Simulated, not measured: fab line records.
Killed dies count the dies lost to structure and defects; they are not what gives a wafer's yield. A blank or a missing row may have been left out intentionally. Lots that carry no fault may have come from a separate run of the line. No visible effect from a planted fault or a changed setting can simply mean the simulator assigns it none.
The tool behind it: which one? / flow gf180mcu / 13 lots with 38 wafers sampled at 5 steps, on a route of 602 steps

== WHAT THE GAUGES READ, wafer by wafer ==
GF_CONTACT_THK_MEAS_03. Usual: for CONTACT_CVD_02_THK the level is 861 nm and the standard deviation is 11.
lot=L730; measured=day 15 01:58; on=film_metro-04; CONTACT_CVD_02_THK (nm)=833 846 857; flag=
lot=L731; measured=day 15 08:07; on=film_metro-02; CONTACT_CVD_02_THK (nm)=849 863 851; flag=
lot=L733; measured=day 16 03:06; on=film_metro-02; CONTACT_CVD_02_THK (nm)=850 871 872; flag=
lot=L735; measured=day 16 16:11; on=film_metro-04; CONTACT_CVD_02_THK (nm)=852 866 865; flag=
lot=L736; measured=day 16 21:04; on=film_metro-04; CONTACT_CVD_02_THK (nm)=861 870 876; flag=
lot=L737; measured=day 17 05:40; on=film_metro-04; CONTACT_CVD_02_THK (nm)=849 861 856; flag=
lot=L739; measured=day 18 02:56; on=film_metro-02; CONTACT_CVD_02_THK (nm)=853 880 869; flag=
lot=L740; measured=day 18 08:29; on=film_metro-02; CONTACT_CVD_02_THK (nm)=860 862 869; flag=
lot=L742; measured=day 19 11:22; on=film_metro-02; CONTACT_CVD_02_THK (nm)=850 873; flag=
lot=L750; measured=day 23 05:14; on=film_metro-03; CONTACT_CVD_02_THK (nm)=857 848 862; flag=
lot=L752; measured=day 23 14:44; on=film_metro-02; CONTACT_CVD_02_THK (nm)=846 835 864; flag=
lot=L753; measured=day 23 15:56; on=film_metro-03; CONTACT_CVD_02_THK (nm)=847 867 873; flag=
lot=L751; measured=day 23 17:10; on=film_metro-03; CONTACT_CVD_02_THK (nm)=857 865 866; flag=

GF_CONTACT_BOW_MEAS_05. Usual: for CONTACT_BOW the level is 66 um and the standard deviation is 7.1.
lot=L730; measured=day 15 02:20; on=film_metro-02; CONTACT_BOW (um)=72 58 69; flag=
lot=L731; measured=day 15 08:28; on=film_metro-02; CONTACT_BOW (um)=83 62 61; flag=
lot=L733; measured=day 16 03:29; on=film_metro-03; CONTACT_BOW (um)=74 56 56; flag=
lot=L735; measured=day 16 16:34; on=film_metro-03; CONTACT_BOW (um)=64 67 68; flag=
lot=L736; measured=day 16 21:28; on=film_metro-04; CONTACT_BOW (um)=64 64 85; flag=
lot=L737; measured=day 17 06:02; on=film_metro-04; CONTACT_BOW (um)=61 69 62; flag=
lot=L739; measured=day 18 03:19; on=film_metro-02; CONTACT_BOW (um)=71 62 59; flag=
lot=L740; measured=day 18 08:52; on=film_metro-02; CONTACT_BOW (um)=80 67 69; flag=
lot=L742; measured=day 19 11:44; on=film_metro-03; CONTACT_BOW (um)=53 64; flag=
lot=L750; measured=day 23 05:36; on=film_metro-03; CONTACT_BOW (um)=57 55 68; flag=
lot=L752; measured=day 23 15:05; on=film_metro-04; CONTACT_BOW (um)=62 55 69; flag=
lot=L753; measured=day 23 16:19; on=film_metro-02; CONTACT_BOW (um)=49 63 67; flag=
lot=L751; measured=day 23 17:32; on=film_metro-02; CONTACT_BOW (um)=81 74 75; flag=

GF_CONTACT_RS_MEAS_25: measurement is done with a four-point probe. Usual: for CONTACT_W_RS the level is 0.382 ohm/sq and the standard deviation is 0.0046.
lot=L730; measured=day 15 23:26; on=film_metro-02; CONTACT_W_RS (ohm/sq)=0.378 0.380 0.381; flag=
lot=L731; measured=day 16 05:40; on=film_metro-02; CONTACT_W_RS (ohm/sq)=0.383 0.374 0.383; flag=
lot=L733; measured=day 17 03:01; on=film_metro-04; CONTACT_W_RS (ohm/sq)=0.374 0.379 0.380; flag=
lot=L735; measured=day 17 15:46; on=film_metro-02; CONTACT_W_RS (ohm/sq)=0.389 0.383 0.374; flag=
lot=L736; measured=day 17 20:46; on=film_metro-04; CONTACT_W_RS (ohm/sq)=0.378 0.375 0.388; flag=
lot=L737; measured=day 18 06:05; on=film_metro-03; CONTACT_W_RS (ohm/sq)=0.379 0.370 0.376; flag=
lot=L739; measured=day 19 03:07; on=film_metro-04; CONTACT_W_RS (ohm/sq)=0.387 0.382 0.384; flag=
lot=L740; measured=day 19 09:24; on=film_metro-04; CONTACT_W_RS (ohm/sq)=0.381 0.379 0.383; flag=
lot=L742; measured=day 20 12:31; on=film_metro-03; CONTACT_W_RS (ohm/sq)=0.368 0.367; flag=OFF
lot=L750; measured=day 24 05:05; on=film_metro-03; CONTACT_W_RS (ohm/sq)=0.384 0.390 0.378; flag=
lot=L752; measured=day 24 13:53; on=film_metro-02; CONTACT_W_RS (ohm/sq)=0.378 0.375 0.378; flag=
lot=L753; measured=day 24 15:11; on=film_metro-02; CONTACT_W_RS (ohm/sq)=0.380 0.380 0.380; flag=
lot=L751; measured=day 24 16:28; on=film_metro-04; CONTACT_W_RS (ohm/sq)=0.377 0.382 0.384; flag=

GF_CONTACT_THK_MEAS_26: measures by xrf. Usual: for CONTACT_W_THK the level is 306 nm and the standard deviation is 4.4.
lot=L730; measured=day 15 23:32; on=film_metro-02; CONTACT_W_THK (nm)=309 308 309; flag=
lot=L731; measured=day 16 05:47; on=film_metro-02; CONTACT_W_THK (nm)=308 316 311; flag=
lot=L733; measured=day 17 03:07; on=film_metro-04; CONTACT_W_THK (nm)=316 312 310; flag=
lot=L735; measured=day 17 15:53; on=film_metro-02; CONTACT_W_THK (nm)=301 303 311; flag=
lot=L736; measured=day 17 20:51; on=film_metro-04; CONTACT_W_THK (nm)=312 314 306; flag=
lot=L737; measured=day 18 06:12; on=film_metro-03; CONTACT_W_THK (nm)=305 312 309; flag=
lot=L739; measured=day 19 03:13; on=film_metro-04; CONTACT_W_THK (nm)=303 307 304; flag=
lot=L740; measured=day 19 09:29; on=film_metro-04; CONTACT_W_THK (nm)=307 308 305; flag=
lot=L742; measured=day 20 12:38; on=film_metro-03; CONTACT_W_THK (nm)=317 318; flag=
lot=L750; measured=day 24 05:12; on=film_metro-03; CONTACT_W_THK (nm)=300 296 305; flag=
lot=L752; measured=day 24 14:00; on=film_metro-02; CONTACT_W_THK (nm)=311 312 312; flag=
lot=L753; measured=day 24 15:18; on=film_metro-02; CONTACT_W_THK (nm)=308 307 309; flag=
lot=L751; measured=day 24 16:34; on=film_metro-04; CONTACT_W_THK (nm)=312 308 305; flag=

== WHAT TOOL EACH LOT RAN ON (gives the tool, then ch and the chambers of the sampled wafers, and finally the start) ==
lot=L730; GF_CONTACT_CVD_24=cvd_w-01 ch 0, day 15 23:19
lot=L731; GF_CONTACT_CVD_24=cvd_w-01 ch 0,1, day 16 05:34
lot=L733; GF_CONTACT_CVD_24=cvd_w-01 ch 0,1, day 17 02:55
lot=L735; GF_CONTACT_CVD_24=cvd_w-01 ch 0,1, day 17 15:39
lot=L736; GF_CONTACT_CVD_24=cvd_w-02 ch 0,1, day 17 20:38
lot=L737; GF_CONTACT_CVD_24=cvd_w-01 ch 0,1, day 18 05:59
lot=L739; GF_CONTACT_CVD_24=cvd_w-02 ch 0,1, day 19 02:57
lot=L740; GF_CONTACT_CVD_24=cvd_w-01 ch 0,1, day 19 09:16
lot=L742; GF_CONTACT_CVD_24=cvd_w-02 ch 0,1, day 20 12:25
lot=L750; GF_CONTACT_CVD_24=cvd_w-02 ch 0,1, day 24 04:58
lot=L752; GF_CONTACT_CVD_24=cvd_w-01 ch 0,1, day 24 13:47
lot=L753; GF_CONTACT_CVD_24=cvd_w-01 ch 0,1, day 24 15:05
lot=L751; GF_CONTACT_CVD_24=cvd_w-02 ch 0,1, day 24 16:20
- GF_CONTACT_CVD_24: deposits W, target thk 300 nm, time 90.339 s.

== WHAT THE TOOLS THEMSELVES READ (means of the sampled wafers that have a number; where no wafer has one, the mark that the record gives instead) ==
GF_CONTACT_CVD_24. Usual: heater_power_w reads 908 W (standard deviation 75).
lot=L730; tool=cvd_w-01; heater_power_w (W)=950; flag=
lot=L731; tool=cvd_w-01; heater_power_w (W)=910; flag=
lot=L733; tool=cvd_w-01; heater_power_w (W)=870; flag=
lot=L735; tool=cvd_w-01; heater_power_w (W)=909; flag=
lot=L736; tool=cvd_w-02; heater_power_w (W)=951; flag=
lot=L737; tool=cvd_w-01; heater_power_w (W)=870; flag=
lot=L739; tool=cvd_w-02; heater_power_w (W)=891; flag=
lot=L740; tool=cvd_w-01; heater_power_w (W)=863; flag=
lot=L742; tool=cvd_w-02; heater_power_w (W)=908; flag=
lot=L750; tool=cvd_w-02; heater_power_w (W)=874; flag=
lot=L752; tool=cvd_w-01; heater_power_w (W)=913; flag=
lot=L753; tool=cvd_w-01; heater_power_w (W)=923; flag=
lot=L751; tool=cvd_w-02; heater_power_w (W)=942; flag=

== THE ANSWER, worked out from the rows above alone ==
Rule: a lot is off if the mean of its wafers that have a number lies more than 3 standard deviations from the usual mean. Also off: a lot with no number at a reading for which 4 or more lots have one. Any other lot the step has rows for is counted as sound. First the gauges in route order, then the tools' own readings, where a lot's mean is used as printed above. At the first step where some lot is off, the reading lying furthest off is the one used; lots without a number count as furthest.
Off: at GF_CONTACT_RS_MEAS_25 (CONTACT_W_RS), L742.
If a tool, at a process step before that reading, ran all the lots that are off and no sound lot after the first of them, it fits. Those tools and the gauges at GF_CONTACT_RS_MEAS_25 are tried in the same way. Not one of the candidates tried fits.

== WHAT WAS PUT IN BY THE SIMULATOR ==
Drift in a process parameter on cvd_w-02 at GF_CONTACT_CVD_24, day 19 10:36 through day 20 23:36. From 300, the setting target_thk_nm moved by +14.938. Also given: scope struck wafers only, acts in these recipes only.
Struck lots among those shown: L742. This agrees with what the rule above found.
